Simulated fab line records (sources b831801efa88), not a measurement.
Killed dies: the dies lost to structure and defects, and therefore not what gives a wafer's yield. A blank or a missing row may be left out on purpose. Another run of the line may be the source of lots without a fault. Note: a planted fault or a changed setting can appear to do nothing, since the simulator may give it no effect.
2 desks, one fault	flow gf180mcu	numbers are kept per desk, each desk with only its own; the story behind them comes last

## FROM THE METROLOGY DESK
Lot by lot, what the gauges showed, no matter which tool ran the lot: averages of those sampled wafers that carry a number. Any lot whose mean is over 4 standard deviations away from the usual mean is out of limits and marked OUT; that distance is given in the brackets.
Columns: A = MIM_ALCU_THK at GF_MIM_THK_MEAS_11, usual 204.1 nm
lot	first seen here	A
L280	day 25 07:25	202.4
L281	day 25 16:22	204.1
L282	day 25 18:19	202.8
L283	day 26 04:26	204.8
L284	day 26 19:55	202.8
L285	day 27 04:45	207.2
L286	day 27 08:43	205.6
L292	day 28 21:18	202.1
L294	day 29 17:17	204.7
L297	day 30 13:34	204.8
L299	day 31 01:40	201.5
L302	day 31 20:38	203.8
This desk found nothing out of limits on any of the 12 lots.

## AT THE TOOL OWNER'S DESK: plasma-asher-02
The tool's own readings at GF_HV_LDD_STRIP_22 (strips in O2/N2): means of the sampled wafers that have a number, for each lot that ran on this tool. Any lot whose mean is over 4 standard deviations away from the usual mean is out of limits and marked OUT; that distance is given in the brackets.
Columns: A = chamber-pressure-mTorr at GF_HV_LDD_STRIP_22, usual 1499.9 mTorr; B = drypump-motor-current-A at GF_HV_LDD_STRIP_22, usual 5.78 A; C = heater-power-w at GF_HV_LDD_STRIP_22, usual 334 W; D = o2-flow-sccm at GF_HV_LDD_STRIP_22, usual 3001 sccm; E = oes-product-au at GF_HV_LDD_STRIP_22, usual 0.716 a.u.; F = strip-time-to-endpoint-s at GF_HV_LDD_STRIP_22, usual 12.53 s
lot	first seen here	A	B	C	D	E	F
L282	day 11 15:40	1500.4	5.73	339	3008	0.715	12.51
L283	day 12 01:02	1499.8	5.76	342	3008	0.715	12.54
L284	day 12 15:04	1499.7	5.76	345	3006	0.714	12.55
L285	day 12 21:19	1498.4	5.75	342	3001	0.714	12.49
L292	day 14 17:07	1499.2	5.76	342	3004	0.716	12.57
L294	day 15 15:52	1499.0	5.74	343	2992	0.714	12.58
L302	day 18 05:22	1498.2	5.73	336	2989	0.719	12.55
This desk found nothing out of limits on any of the 7 lots.

## ALL TOGETHER
Nothing out of limits was seen by the metrology desk.
The desk of the tool owner found nothing out of limits.

## WHAT THE SIMULATOR HAD INSERTED
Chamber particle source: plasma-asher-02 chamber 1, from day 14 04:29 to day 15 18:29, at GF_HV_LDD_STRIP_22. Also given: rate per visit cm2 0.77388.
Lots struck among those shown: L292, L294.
